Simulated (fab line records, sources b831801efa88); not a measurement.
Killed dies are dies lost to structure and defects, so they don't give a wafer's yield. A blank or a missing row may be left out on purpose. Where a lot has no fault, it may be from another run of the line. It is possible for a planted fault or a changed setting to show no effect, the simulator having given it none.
fab line records / flow sky130
[record] lots = 7 wafers = 20 last_day = 50
route steps=708 shown LDD_P@258 LDD_HVN@267 PAD_OPEN@708
lots with no fault: from the same line, run without faults
start_h: start of the lot's first displayed wafer, in hours after the record's first day / wait_h: hours from the lot's prior step to this one / " identical to the entry in the row above / L1.1+2: several wafers, shown together as one row / - value missing, or start not given / * or withheld: withheld / < > ~ a bound
route shown NAME@n: names a module that has steps shown in the file, with the first one's number in the route / usual: mean/standard deviation taken from wafers without a fault / same: alike in all rows / chamber/n: place in a boat / sites: each site's reading / _std_site: how widely they spread, as a standard deviation / _edge_site: outer sites' mean less inner sites' / radius_mm: how far each site lies from the wafer's centre / mask NAME#n: copy n / behind: the last tool/chamber to shape the wafer / hold: why the lot was held/for how many hours/how that ended / device: which transistor (n, p or np) failed to switch / end of line: the route-end tests of the same wafers / for a step that has no rows: nothing shown but its recipe / killed: dies lost to structure and defects at the first sort, not the wafer's yield / map: per-die view of a wafer (x killed, . not killed, _ where there is no die)
set.NAME: the setting that was run; set.NAME@STEP: the one run at that earlier step / model.NAME: the simulator's own value behind a step, which no gauge read
lots at selected steps of the route; one table per step, one row per wafer
services: when a tool's chamber went out of use (start_h, in hours from the record's first day, below 0 if earlier), for how many hours, and the reason
[[steps]]
[step SKY_LDD_P_SOFTBAKE_03]
[recipe] temp_c = 90 time_s = 60 resist = NOVOLAK
[step SKY_LDD_P_EXPOSE_04]
[recipe] mask_id = PSDM na = 0.6 source_shape = conventional sigma_outer = 0.6 polarization = unpolarized target_cd_nm = 380 dose_mj = 138
[step SKY_LDD_P_PEB_05]
[recipe] temp_c = withheld time_s = * resist = NOVOLAK
[step SKY_LDD_P_DEVELOP_06]
[recipe] resist = NOVOLAK developer = TMAH develop_time_s = 60 dev_temp_c = 23
[step SKY_LDD_P_CD_MEAS_07]
[recipe] target_cd_nm = 380
[usual] cd_nm = 379.4/2.1
lot.wafer=L744.1 tool=cd_sem-02 chamber=- start_h=511.61 wait_h=0.1 cd_nm=378.2
lot.wafer=L744.4 tool=cd_sem-02 chamber=- start_h=511.61 wait_h=0.1 cd_nm=380.0
lot.wafer=L744.6 tool=cd_sem-02 chamber=- start_h=511.61 wait_h=0.1 cd_nm=376.2
lot.wafer=L747.3 tool=cd_sem-02 chamber=- start_h=517.91 wait_h=0.1 cd_nm=376.9
lot.wafer=L747.5 tool=cd_sem-02 chamber=- start_h=517.91 wait_h=0.1 cd_nm=375.8
lot.wafer=L747.6 tool=cd_sem-02 chamber=- start_h=517.91 wait_h=0.1 cd_nm=375.9
lot.wafer=L756.4 tool=cd_sem-02 chamber=- start_h=603.06 wait_h=0.1 cd_nm=381.6
lot.wafer=L756.5 tool=cd_sem-02 chamber=- start_h=603.06 wait_h=0.1 cd_nm=381.1
lot.wafer=L757.1 tool=cd_sem-01 chamber=- start_h=609.47 wait_h=0.2 cd_nm=378.2
lot.wafer=L757.3 tool=cd_sem-01 chamber=- start_h=609.47 wait_h=0.2 cd_nm=375.0
lot.wafer=L757.4 tool=cd_sem-01 chamber=- start_h=609.47 wait_h=0.2 cd_nm=378.2
lot.wafer=L759.1 tool=cd_sem-02 chamber=- start_h=612.91 wait_h=0.1 cd_nm=382.2
lot.wafer=L759.2 tool=cd_sem-02 chamber=- start_h=612.91 wait_h=0.1 cd_nm=382.6
lot.wafer=L759.4 tool=cd_sem-02 chamber=- start_h=612.91 wait_h=0.1 cd_nm=382.2
lot.wafer=L758.1 tool=cd_sem-01 chamber=- start_h=613.02 wait_h=0.1 cd_nm=378.4
lot.wafer=L758.3 tool=cd_sem-01 chamber=- start_h=613.02 wait_h=0.1 cd_nm=379.4
lot.wafer=L758.5 tool=cd_sem-01 chamber=- start_h=613.02 wait_h=0.1 cd_nm=379.7
lot.wafer=L760.2 tool=cd_sem-02 chamber=- start_h=615.73 wait_h=0.1 cd_nm=377.7
lot.wafer=L760.4 tool=cd_sem-02 chamber=- start_h=615.73 wait_h=0.1 cd_nm=376.0
lot.wafer=L760.6 tool=cd_sem-02 chamber=- start_h=615.73 wait_h=0.1 cd_nm=376.5
[step SKY_LDD_P_OVL_MEAS_08]
[usual] LDD_P_OVL = 1.0/1.2
lot.wafer=L744.1 tool=overlay-02 chamber=- start_h=511.73 wait_h=0.1 LDD_P_OVL[nm]=1.0
lot.wafer=L744.4 tool=overlay-02 chamber=- start_h=511.73 wait_h=0.1 LDD_P_OVL[nm]=1.1
lot.wafer=L744.6 tool=overlay-02 chamber=- start_h=511.73 wait_h=0.1 LDD_P_OVL[nm]=-1.8
lot.wafer=L747.3 tool=overlay-01 chamber=- start_h=518.00 wait_h=0.1 LDD_P_OVL[nm]=2.2
lot.wafer=L747.5 tool=overlay-01 chamber=- start_h=518.00 wait_h=0.1 LDD_P_OVL[nm]=1.9
lot.wafer=L747.6 tool=overlay-01 chamber=- start_h=518.00 wait_h=0.1 LDD_P_OVL[nm]=1.2
lot.wafer=L756.4 tool=overlay-01 chamber=- start_h=603.14 wait_h=0.1 LDD_P_OVL[nm]=-0.2
lot.wafer=L756.5 tool=overlay-01 chamber=- start_h=603.14 wait_h=0.1 LDD_P_OVL[nm]=1.6
lot.wafer=L757.1 tool=overlay-01 chamber=- start_h=609.59 wait_h=0.1 LDD_P_OVL[nm]=1.5
lot.wafer=L757.3 tool=overlay-01 chamber=- start_h=609.59 wait_h=0.1 LDD_P_OVL[nm]=0.8
lot.wafer=L757.4 tool=overlay-01 chamber=- start_h=609.59 wait_h=0.1 LDD_P_OVL[nm]=0.9
lot.wafer=L759.1 tool=overlay-01 chamber=- start_h=613.03 wait_h=0.1 LDD_P_OVL[nm]=1.8
lot.wafer=L759.2 tool=overlay-01 chamber=- start_h=613.03 wait_h=0.1 LDD_P_OVL[nm]=0.2
lot.wafer=L759.4 tool=overlay-01 chamber=- start_h=613.03 wait_h=0.1 LDD_P_OVL[nm]=0.8
lot.wafer=L758.1 tool=overlay-02 chamber=- start_h=613.14 wait_h=0.1 LDD_P_OVL[nm]=0.3
lot.wafer=L758.3 tool=overlay-02 chamber=- start_h=613.14 wait_h=0.1 LDD_P_OVL[nm]=0.6
lot.wafer=L758.5 tool=overlay-02 chamber=- start_h=613.14 wait_h=0.1 LDD_P_OVL[nm]=0.6
lot.wafer=L760.2 tool=overlay-02 chamber=- start_h=615.84 wait_h=0.1 LDD_P_OVL[nm]=1.1
lot.wafer=L760.4 tool=overlay-02 chamber=- start_h=615.84 wait_h=0.1 LDD_P_OVL[nm]=1.2
lot.wafer=L760.6 tool=overlay-02 chamber=- start_h=615.84 wait_h=0.1 LDD_P_OVL[nm]=1.8
[step SKY_LDD_P_IMPLANT_09]
[recipe] species = BF2 energy_kev = 25 dose_cm2 = 1e+13 tilt_deg = withheld
[step SKY_LDD_P_STRIP_10]
[recipe] chemistry = O2/N2 power_w = 1400 pressure_mtorr = 1500 platen_temp_c = withheld o2_flow_sccm = 3000 n2_flow_sccm = 300 overash_fraction = 0.5
[usual] drypump_motor_current_A = 5.8/0.49 o2_flow_sccm = 3000/8.6 oes_product_au = 0.716/0.0046 strip_time_to_endpoint_s = 14.16/0.044
lot.wafer=L744.1 tool=plasma_asher-03 chamber=1 start_h=511.92 wait_h=0.1 drypump_motor_current_A=5.8 o2_flow_sccm=3013 oes_product_au=0.707 rf_hours_counter_h=80 strip_time_to_endpoint_s=14.15
lot.wafer=L744.4 tool=plasma_asher-03 chamber=0 start_h=511.92 wait_h=0.1 drypump_motor_current_A=6.1 o2_flow_sccm=2982 oes_product_au=0.708 rf_hours_counter_h=- strip_time_to_endpoint_s=14.14
lot.wafer=L744.6 tool=plasma_asher-03 chamber=0 start_h=511.92 wait_h=0.1 drypump_motor_current_A=6.1 o2_flow_sccm=2987 oes_product_au=0.711 rf_hours_counter_h=- strip_time_to_endpoint_s=14.14
lot.wafer=L747.3 tool=plasma_asher-03 chamber=0 start_h=518.21 wait_h=0.1 drypump_motor_current_A=6.1 o2_flow_sccm=2997 oes_product_au=0.708 rf_hours_counter_h=- strip_time_to_endpoint_s=14.17
lot.wafer=L747.5 tool=plasma_asher-03 chamber=1 start_h=518.21 wait_h=0.1 drypump_motor_current_A=5.8 o2_flow_sccm=2993 oes_product_au=0.725 rf_hours_counter_h=- strip_time_to_endpoint_s=14.13
lot.wafer=L747.6 tool=plasma_asher-03 chamber=0 start_h=518.21 wait_h=0.1 drypump_motor_current_A=6.2 o2_flow_sccm=3006 oes_product_au=0.715 rf_hours_counter_h=- strip_time_to_endpoint_s=14.13
lot.wafer=L756.4 tool=plasma_asher-03 chamber=0 start_h=603.34 wait_h=0.1 drypump_motor_current_A=6.2 o2_flow_sccm=3009 oes_product_au=0.719 rf_hours_counter_h=- strip_time_to_endpoint_s=14.22
lot.wafer=L756.5 tool=plasma_asher-03 chamber=1 start_h=603.34 wait_h=0.1 drypump_motor_current_A=5.8 o2_flow_sccm=2998 oes_product_au=0.713 rf_hours_counter_h=- strip_time_to_endpoint_s=14.25
lot.wafer=L757.1 tool=plasma_asher-04 chamber=1 start_h=609.78 wait_h=0.1 drypump_motor_current_A=5.0 o2_flow_sccm=3002 oes_product_au=0.726 rf_hours_counter_h=74 strip_time_to_endpoint_s=14.17
lot.wafer=L757.3 tool=plasma_asher-04 chamber=0 start_h=609.78 wait_h=0.1 drypump_motor_current_A=6.7 o2_flow_sccm=3002 oes_product_au=0.714 rf_hours_counter_h=- strip_time_to_endpoint_s=14.16
lot.wafer=L757.4 tool=plasma_asher-04 chamber=1 start_h=609.78 wait_h=0.1 drypump_motor_current_A=5.0 o2_flow_sccm=3019 oes_product_au=0.720 rf_hours_counter_h=- strip_time_to_endpoint_s=14.14
lot.wafer=L759.1 tool=plasma_asher-02 chamber=0 start_h=613.22 wait_h=0.1 drypump_motor_current_A=5.6 o2_flow_sccm=3000 oes_product_au=0.720 rf_hours_counter_h=19 strip_time_to_endpoint_s=14.15
lot.wafer=L759.2 tool=plasma_asher-02 chamber=1 start_h=613.22 wait_h=0.1 drypump_motor_current_A=5.7 o2_flow_sccm=2988 oes_product_au=0.716 rf_hours_counter_h=19 strip_time_to_endpoint_s=14.11
lot.wafer=L759.4 tool=plasma_asher-02 chamber=0 start_h=613.22 wait_h=0.1 drypump_motor_current_A=5.6 o2_flow_sccm=2999 oes_product_au=0.717 rf_hours_counter_h=- strip_time_to_endpoint_s=14.16
lot.wafer=L758.1 tool=plasma_asher-04 chamber=0 start_h=613.37 wait_h=0.1 drypump_motor_current_A=6.7 o2_flow_sccm=3011 oes_product_au=0.707 rf_hours_counter_h=74 strip_time_to_endpoint_s=14.18
lot.wafer=L758.3 tool=plasma_asher-04 chamber=1 start_h=613.37 wait_h=0.1 drypump_motor_current_A=5.0 o2_flow_sccm=2990 oes_product_au=0.723 rf_hours_counter_h=- strip_time_to_endpoint_s=14.22
lot.wafer=L758.5 tool=plasma_asher-04 chamber=1 start_h=613.37 wait_h=0.1 drypump_motor_current_A=5.0 o2_flow_sccm=3007 oes_product_au=0.720 rf_hours_counter_h=- strip_time_to_endpoint_s=14.17
lot.wafer=L760.2 tool=plasma_asher-03 chamber=0 start_h=616.02 wait_h=0.1 drypump_motor_current_A=6.1 o2_flow_sccm=3004 oes_product_au=0.711 rf_hours_counter_h=92 strip_time_to_endpoint_s=14.15
lot.wafer=L760.4 tool=plasma_asher-03 chamber=1 start_h=616.02 wait_h=0.1 drypump_motor_current_A=5.8 o2_flow_sccm=2994 oes_product_au=0.721 rf_hours_counter_h=- strip_time_to_endpoint_s=14.16
lot.wafer=L760.6 tool=plasma_asher-03 chamber=0 start_h=616.02 wait_h=0.1 drypump_motor_current_A=6.1 o2_flow_sccm=2996 oes_product_au=0.720 rf_hours_counter_h=- strip_time_to_endpoint_s=14.18
[step SKY_LDD_P_TW_MEAS_11]
[usual] LDD_P_TW = 632/3.6
lot.wafer=L744.1 tool=film_metro-03 chamber=- start_h=512.02 wait_h=0.1 LDD_P_TW=633
lot.wafer=L744.4 tool=film_metro-03 chamber=- start_h=512.02 wait_h=0.1 LDD_P_TW=631
lot.wafer=L744.6 tool=film_metro-03 chamber=- start_h=512.02 wait_h=0.1 LDD_P_TW=631
lot.wafer=L747.3 tool=film_metro-03 chamber=- start_h=518.30 wait_h=0.1 LDD_P_TW=630
lot.wafer=L747.5 tool=film_metro-03 chamber=- start_h=518.30 wait_h=0.1 LDD_P_TW=628
lot.wafer=L747.6 tool=film_metro-03 chamber=- start_h=518.30 wait_h=0.1 LDD_P_TW=632
lot.wafer=L756.4 tool=film_metro-02 chamber=- start_h=603.44 wait_h=0.1 LDD_P_TW=639
lot.wafer=L756.5 tool=film_metro-02 chamber=- start_h=603.44 wait_h=0.1 LDD_P_TW=639
lot.wafer=L757.1 tool=film_metro-03 chamber=- start_h=609.88 wait_h=0.1 LDD_P_TW=630
lot.wafer=L757.3 tool=film_metro-03 chamber=- start_h=609.88 wait_h=0.1 LDD_P_TW=634
lot.wafer=L757.4 tool=film_metro-03 chamber=- start_h=609.88 wait_h=0.1 LDD_P_TW=635
lot.wafer=L759.1 tool=film_metro-01 chamber=- start_h=613.32 wait_h=0.1 LDD_P_TW=636
lot.wafer=L759.2 tool=film_metro-01 chamber=- start_h=613.32 wait_h=0.1 LDD_P_TW=634
lot.wafer=L759.4 tool=film_metro-01 chamber=- start_h=613.32 wait_h=0.1 LDD_P_TW=630
lot.wafer=L758.1 tool=film_metro-02 chamber=- start_h=613.47 wait_h=0.1 LDD_P_TW=637
lot.wafer=L758.3 tool=film_metro-02 chamber=- start_h=613.47 wait_h=0.1 LDD_P_TW=637
lot.wafer=L758.5 tool=film_metro-02 chamber=- start_h=613.47 wait_h=0.1 LDD_P_TW=638
lot.wafer=L760.2 tool=film_metro-01 chamber=- start_h=616.13 wait_h=0.1 LDD_P_TW=635
lot.wafer=L760.4 tool=film_metro-01 chamber=- start_h=616.13 wait_h=0.1 LDD_P_TW=634
lot.wafer=L760.6 tool=film_metro-01 chamber=- start_h=616.13 wait_h=0.1 LDD_P_TW=637
[step SKY_LDD_HVN_DEHYDRATE_00]
[recipe] temp_c = 200 time_s = 60
[step SKY_LDD_HVN_HMDS_01]
[recipe] prime_time_s = 60 prime_temp_c = 120
[step SKY_LDD_HVN_COAT_02]
[recipe] resist = NOVOLAK spin_rpm = 3000 resist_thk_nm = 300
[step SKY_LDD_HVN_SOFTBAKE_03]
[recipe] temp_c = 90 time_s = 60 resist = NOVOLAK
[usual] heater_power_total_W = 56.59/0.04 run_length_s = 89.37/0.18
lot.wafer=L744.1 tool=litho_track-02 chamber=0 start_h=523.27 wait_h=0.1 heater_power_total_W=56.64 run_length_s=89.35
lot.wafer=L744.4 tool=litho_track-02 chamber=0 start_h=523.27 wait_h=0.1 heater_power_total_W=56.58 run_length_s=89.56
lot.wafer=L744.6 tool=litho_track-02 chamber=0 start_h=523.27 wait_h=0.1 heater_power_total_W=56.66 run_length_s=89.44
lot.wafer=L747.3 tool=litho_track-01 chamber=0 start_h=533.55 wait_h=0.1 heater_power_total_W=56.57 run_length_s=89.04
lot.wafer=L747.5 tool=litho_track-01 chamber=0 start_h=533.55 wait_h=0.1 heater_power_total_W=56.60 run_length_s=89.05
lot.wafer=L747.6 tool=litho_track-01 chamber=0 start_h=533.55 wait_h=0.1 heater_power_total_W=56.68 run_length_s=89.18
lot.wafer=L756.4 tool=litho_track-02 chamber=0 start_h=616.50 wait_h=0.1 heater_power_total_W=58.05 run_length_s=85.19
lot.wafer=L756.5 tool=litho_track-02 chamber=0 start_h=616.50 wait_h=0.1 heater_power_total_W=58.11 run_length_s=85.01
lot.wafer=L757.1 tool=litho_track-02 chamber=0 start_h=624.67 wait_h=0.1 heater_power_total_W=56.56 run_length_s=89.42
lot.wafer=L757.3 tool=litho_track-02 chamber=0 start_h=624.67 wait_h=0.1 heater_power_total_W=56.59 run_length_s=89.46
lot.wafer=L757.4 tool=litho_track-02 chamber=0 start_h=624.67 wait_h=0.1 heater_power_total_W=58.12 run_length_s=84.84
lot.wafer=L759.1 tool=litho_track-01 chamber=0 start_h=628.85 wait_h=0.1 heater_power_total_W=56.55 run_length_s=89.17
lot.wafer=L759.2 tool=litho_track-01 chamber=0 start_h=628.85 wait_h=0.1 heater_power_total_W=56.62 run_length_s=89.06
lot.wafer=L759.4 tool=litho_track-01 chamber=0 start_h=628.85 wait_h=0.1 heater_power_total_W=56.62 run_length_s=89.03
lot.wafer=L758.1 tool=litho_track-02 chamber=0 start_h=628.97 wait_h=0.1 heater_power_total_W=56.56 run_length_s=89.46
lot.wafer=L758.3 tool=litho_track-02 chamber=0 start_h=628.97 wait_h=0.1 heater_power_total_W=56.59 run_length_s=89.57
lot.wafer=L758.5 tool=litho_track-02 chamber=0 start_h=628.97 wait_h=0.1 heater_power_total_W=58.13 run_length_s=84.84
lot.wafer=L760.2 tool=litho_track-03 chamber=0 start_h=631.34 wait_h=0.1 heater_power_total_W=56.62 run_length_s=89.40
lot.wafer=L760.4 tool=litho_track-03 chamber=0 start_h=631.34 wait_h=0.1 heater_power_total_W=56.52 run_length_s=89.27
lot.wafer=L760.6 tool=litho_track-03 chamber=0 start_h=631.34 wait_h=0.1 heater_power_total_W=56.65 run_length_s=89.29
[step SKY_LDD_HVN_EXPOSE_04]
[recipe] mask_id = HVNTM na = 0.6 source_shape = conventional sigma_outer = 0.6 polarization = unpolarized target_cd_nm = 700 dose_mj = 127
[step SKY_PAD_OPEN_PROBE_99]
[usual] killed_at_M0_to_M3 = 42/6.1 killed_at_M4_up = 3.3/1.7 killed_at_contacts = 25/5.4 killed_at_front_end = 16/4.6 killed_at_other = 0.4/0.55 killed_dies = 87/8.8 killed_open = 47/7.1 killed_short = 40/5.8
[same] gross_dies = 492 killed_at_back_side = 0
lot.wafer=L744.1 tool=prober-02 chamber=- start_h=1121.48 wait_h=0.1 killed_at_M0_to_M3=41 killed_at_M4_up=0 killed_at_contacts=19 killed_at_front_end=17 killed_at_other=0 killed_dies=77 killed_open=40 killed_short=33
lot.wafer=L744.4 tool=prober-02 chamber=- start_h=1121.63 wait_h=0.2 killed_at_M0_to_M3=40 killed_at_M4_up=3 killed_at_contacts=21 killed_at_front_end=21 killed_at_other=0 killed_dies=85 killed_open=39 killed_short=46
lot.wafer=L744.6 tool=prober-02 chamber=- start_h=1121.73 wait_h=0.2 killed_at_M0_to_M3=35 killed_at_M4_up=5 killed_at_contacts=20 killed_at_front_end=12 killed_at_other=0 killed_dies=72 killed_open=30 killed_short=42
lot.wafer=L747.3 tool=prober-02 chamber=- start_h=1131.65 wait_h=0.2 killed_at_M0_to_M3=32 killed_at_M4_up=3 killed_at_contacts=17 killed_at_front_end=16 killed_at_other=0 killed_dies=68 killed_open=38 killed_short=30
lot.wafer=L747.5 tool=prober-02 chamber=- start_h=1131.75 wait_h=0.2 killed_at_M0_to_M3=39 killed_at_M4_up=2 killed_at_contacts=35 killed_at_front_end=23 killed_at_other=0 killed_dies=99 killed_open=60 killed_short=39
lot.wafer=L747.6 tool=prober-02 chamber=- start_h=1131.80 wait_h=0.2 killed_at_M0_to_M3=39 killed_at_M4_up=8 killed_at_contacts=26 killed_at_front_end=14 killed_at_other=0 killed_dies=87 killed_open=45 killed_short=41
lot.wafer=L756.4 tool=prober-01 chamber=- start_h=1176.20 wait_h=0.2 killed_at_M0_to_M3=40 killed_at_M4_up=6 killed_at_contacts=28 killed_at_front_end=10 killed_at_other=0 killed_dies=84 killed_open=47 killed_short=35
lot.wafer=L756.5 tool=prober-01 chamber=- start_h=1176.25 wait_h=0.2 killed_at_M0_to_M3=45 killed_at_M4_up=4 killed_at_contacts=21 killed_at_front_end=25 killed_at_other=0 killed_dies=95 killed_open=42 killed_short=53
lot.wafer=L757.1 tool=prober-02 chamber=- start_h=1186.87 wait_h=0.1 killed_at_M0_to_M3=41 killed_at_M4_up=6 killed_at_contacts=31 killed_at_front_end=23 killed_at_other=0 killed_dies=101 killed_open=50 killed_short=50
lot.wafer=L757.3 tool=prober-02 chamber=- start_h=1186.97 wait_h=0.2 killed_at_M0_to_M3=36 killed_at_M4_up=4 killed_at_contacts=24 killed_at_front_end=20 killed_at_other=0 killed_dies=84 killed_open=47 killed_short=37
lot.wafer=L757.4 tool=prober-02 chamber=- start_h=1187.02 wait_h=0.2 killed_at_M0_to_M3=41 killed_at_M4_up=3 killed_at_contacts=29 killed_at_front_end=23 killed_at_other=0 killed_dies=96 killed_open=53 killed_short=43
lot.wafer=L758.1 tool=prober-01 chamber=- start_h=1188.45 wait_h=0.1 killed_at_M0_to_M3=45 killed_at_M4_up=4 killed_at_contacts=28 killed_at_front_end=19 killed_at_other=0 killed_dies=96 killed_open=53 killed_short=43
lot.wafer=L758.3 tool=prober-01 chamber=- start_h=1188.55 wait_h=0.2 killed_at_M0_to_M3=40 killed_at_M4_up=2 killed_at_contacts=29 killed_at_front_end=13 killed_at_other=0 killed_dies=84 killed_open=48 killed_short=36
lot.wafer=L758.5 tool=prober-01 chamber=- start_h=1188.65 wait_h=0.2 killed_at_M0_to_M3=38 killed_at_M4_up=6 killed_at_contacts=26 killed_at_front_end=9 killed_at_other=1 killed_dies=80 killed_open=40 killed_short=40
lot.wafer=L759.1 tool=prober-02 chamber=- start_h=1189.95 wait_h=0.1 killed_at_M0_to_M3=42 killed_at_M4_up=2 killed_at_contacts=22 killed_at_front_end=13 killed_at_other=1 killed_dies=80 killed_open=39 killed_short=41
lot.wafer=L759.2 tool=prober-02 chamber=- start_h=1190.00 wait_h=0.1 killed_at_M0_to_M3=47 killed_at_M4_up=1 killed_at_contacts=29 killed_at_front_end=18 killed_at_other=1 killed_dies=96 killed_open=59 killed_short=36
lot.wafer=L759.4 tool=prober-02 chamber=- start_h=1190.10 wait_h=0.2 killed_at_M0_to_M3=41 killed_at_M4_up=2 killed_at_contacts=18 killed_at_front_end=13 killed_at_other=0 killed_dies=74 killed_open=39 killed_short=35
lot.wafer=L760.2 tool=prober-01 chamber=- start_h=1191.50 wait_h=0.1 killed_at_M0_to_M3=47 killed_at_M4_up=4 killed_at_contacts=24 killed_at_front_end=12 killed_at_other=1 killed_dies=88 killed_open=54 killed_short=33
lot.wafer=L760.4 tool=prober-01 chamber=- start_h=1191.60 wait_h=0.2 killed_at_M0_to_M3=39 killed_at_M4_up=1 killed_at_contacts=18 killed_at_front_end=15 killed_at_other=0 killed_dies=73 killed_open=45 killed_short=27
lot.wafer=L760.6 tool=prober-01 chamber=- start_h=1191.70 wait_h=0.2 killed_at_M0_to_M3=41 killed_at_M4_up=4 killed_at_contacts=16 killed_at_front_end=21 killed_at_other=0 killed_dies=82 killed_open=47 killed_short=35
// killed by level:class
L744.1 VIA1:geometric_particle:open=7 LI_CONTACT:geometric_particle:open=6 VIA2:geometric_particle:open=6 VIA3:geometric_particle:open=6 CONTACT:geometric_particle:open=5 METAL1:geometric_particle:short=5 VIA2:geometric_particle:short=4 POLY_GATE:area_etch=4
L744.4 METAL1:geometric_particle:short=9 LI_CONTACT:geometric_particle:open=8 CONTACT:geometric_particle:open=6 VIA3:geometric_particle:short=6 FIELD_ISO:geometric_particle:open=5 FIELD_ISO:geometric_particle:short=4 VIA1:geometric_particle:open=4 VIA1:geometric_particle:short=4
L744.6 METAL2:geometric_particle:short=8 METAL1:geometric_particle:short=6 CONTACT:geometric_particle:short=5 CONTACT:geometric_particle:open=5 VIA3:geometric_particle:open=5 FIELD_ISO:geometric_particle:short=4 LOCAL_INTERCONNECT:geometric_particle:short=4 VIA1:geometric_particle:short=4
L747.3 LI_CONTACT:geometric_particle:open=9 VIA1:geometric_particle:open=8 VIA3:geometric_particle:open=7 FIELD_ISO:geometric_particle:short=6 POLY_GATE:geometric_particle:short=5 CONTACT:geometric_particle:open=5 METAL1:geometric_particle:short=4 METAL2:geometric_particle:short=4
L747.5 CONTACT:geometric_particle:open=14 LI_CONTACT:geometric_particle:open=9 METAL2:geometric_particle:short=9 VIA1:geometric_particle:open=7 VIA3:geometric_particle:open=7 FIELD_ISO:geometric_particle:open=6 FIELD_ISO:geometric_particle:short=5 LI_CONTACT:geometric_particle:short=5
L747.6 VIA3:geometric_particle:open=9 LI_CONTACT:geometric_particle:open=7 CONTACT:geometric_particle:open=6 CONTACT:geometric_particle:short=6 METAL1:geometric_particle:short=6 METAL4:geometric_particle:short=5 VIA1:geometric_particle:short=4 VIA1:geometric_particle:open=4
L756.4 CONTACT:geometric_particle:open=9 VIA1:geometric_particle:open=8 VIA2:geometric_particle:open=7 VIA3:geometric_particle:open=7 LI_CONTACT:geometric_particle:short=6 CONTACT:geometric_particle:short=6 VIA2:geometric_particle:short=6 LI_CONTACT:geometric_particle:open=5
L756.5 VIA1:geometric_particle:open=10 POLY_GATE:geometric_particle:short=8 LI_CONTACT:geometric_particle:open=7 METAL1:geometric_particle:short=7 FIELD_ISO:geometric_particle:open=6 METAL2:geometric_particle:short=6 FIELD_ISO:geometric_particle:short=5 VIA1:geometric_particle:short=5
L757.1 CONTACT:geometric_particle:open=12 VIA1:geometric_particle:open=10 METAL2:geometric_particle:short=8 FIELD_ISO:geometric_particle:short=7 FIELD_ISO:geometric_particle:open=7 VIA1:geometric_particle:short=6 LI_CONTACT:geometric_particle:short=5 LI_CONTACT:geometric_particle:open=5
L757.3 VIA1:geometric_particle:open=11 LI_CONTACT:geometric_particle:open=8 FIELD_ISO:geometric_particle:short=7 VIA2:geometric_particle:open=6 METAL2:geometric_particle:short=5 LI_CONTACT:geometric_particle:short=4 CONTACT:geometric_particle:short=4 CONTACT:geometric_particle:open=4
L757.4 LI_CONTACT:geometric_particle:open=11 VIA1:geometric_particle:open=11 CONTACT:geometric_particle:open=8 FIELD_ISO:geometric_particle:open=7 VIA3:geometric_particle:open=7 FIELD_ISO:geometric_particle:short=6 POLY_GATE:geometric_particle:open=5 POLY_GATE:geometric_particle:short=5
L758.1 CONTACT:geometric_particle:open=9 VIA3:geometric_particle:open=9 VIA1:geometric_particle:open=8 LOCAL_INTERCONNECT:geometric_particle:short=7 METAL1:geometric_particle:short=6 POLY_GATE:geometric_particle:open=6 VIA2:geometric_particle:open=6 LI_CONTACT:geometric_particle:open=5
L758.3 CONTACT:geometric_particle:open=13 VIA1:geometric_particle:open=11 LI_CONTACT:geometric_particle:open=6 VIA3:geometric_particle:open=6 CONTACT:geometric_particle:short=5 METAL1:geometric_particle:short=5 VIA2:geometric_particle:open=4 LOCAL_INTERCONNECT:geometric_particle:short=3
L758.5 VIA1:geometric_particle:open=9 CONTACT:geometric_particle:open=8 VIA1:geometric_particle:short=8 VIA2:geometric_particle:open=8 LI_CONTACT:geometric_particle:open=5 CONTACT:geometric_particle:short=5 METAL4:geometric_particle:short=5 LOCAL_INTERCONNECT:geometric_particle:short=4
L759.1 CONTACT:geometric_particle:open=9 FIELD_ISO:geometric_particle:open=6 LI_CONTACT:geometric_particle:open=6 METAL1:geometric_particle:short=6 CONTACT:geometric_particle:short=5 METAL2:geometric_particle:short=5 VIA1:geometric_particle:short=5 VIA1:geometric_particle:open=5
L759.2 VIA2:geometric_particle:open=14 CONTACT:geometric_particle:open=10 FIELD_ISO:geometric_particle:open=9 LI_CONTACT:geometric_particle:open=8 VIA1:geometric_particle:open=7 METAL1:geometric_particle:short=7 CONTACT:geometric_particle:short=6 VIA3:geometric_particle:open=6
L759.4 VIA1:geometric_particle:open=9 METAL1:geometric_particle:short=7 CONTACT:geometric_particle:open=7 LOCAL_INTERCONNECT:geometric_particle:short=5 VIA2:geometric_particle:open=5 FIELD_ISO:geometric_particle:open=4 METAL2:geometric_particle:short=4 SPACER:geometric_particle:open=3
L760.2 CONTACT:geometric_particle:open=14 VIA3:geometric_particle:open=11 VIA1:geometric_particle:open=11 VIA3:geometric_particle:short=6 LI_CONTACT:geometric_particle:open=5 VIA2:geometric_particle:open=5 METAL2:geometric_particle:short=5 LI_CONTACT:geometric_particle:short=4
L760.4 LI_CONTACT:geometric_particle:open=10 VIA2:geometric_particle:open=8 VIA3:geometric_particle:open=8 FIELD_ISO:geometric_particle:open=5 CONTACT:geometric_particle:open=5 VIA1:geometric_particle:open=4 METAL2:geometric_particle:short=4 FIELD_ISO:geometric_particle:short=3
L760.6 VIA1:geometric_particle:open=9 FIELD_ISO:geometric_particle:open=7 VIA3:geometric_particle:open=7 VIA2:geometric_particle:open=6 CONTACT:geometric_particle:short=5 LI_CONTACT:geometric_particle:open=5 VIA3:geometric_particle:short=5 METAL1:geometric_particle:short=4
[[services]]
tool=plasma_asher-02 chamber=- start_h=528.69 hours=2.5 kind=repair
tool=plasma_asher-02 chamber=- start_h=542.97 hours=0.3 kind=repair
tool=plasma_asher-04 chamber=- start_h=552.31 hours=5.8 kind=repair
[[key]]
[first_sign] step = SKY_LDD_HVN_SOFTBAKE_03 reading = heater_power_total_W direction = up sigmas = 38 usual = * struck = *
[effect] step = SKY_LDD_HVN_SOFTBAKE_03 reading = run_length_s direction = down sigmas = 25 usual = * struck = *
met_at SKY_LDD_HVN_SOFTBAKE_03
struck_wafers L756.4,L756.5,L757.4,L758.5
tester_left_out L756,L757,L758
onset_between 523.27 616.50
[fault] kind = process_parameter_drift tool = litho_track-02 chamber = - onset_h = 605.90 steps = SKY_LDD_HVN_SOFTBAKE_03 channel = time_s offset = * shape = step end_h = 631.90 scope = struck_wafers_only acts_in = * stated = *
// tester_left_out: of these lots the tester's yield and bins aren't shown, on N5 and GAA mostly nor the transistor test; their killed dies are dies lost to structure and defects alone, not to doping, threshold or leakage, so they don't give the yield
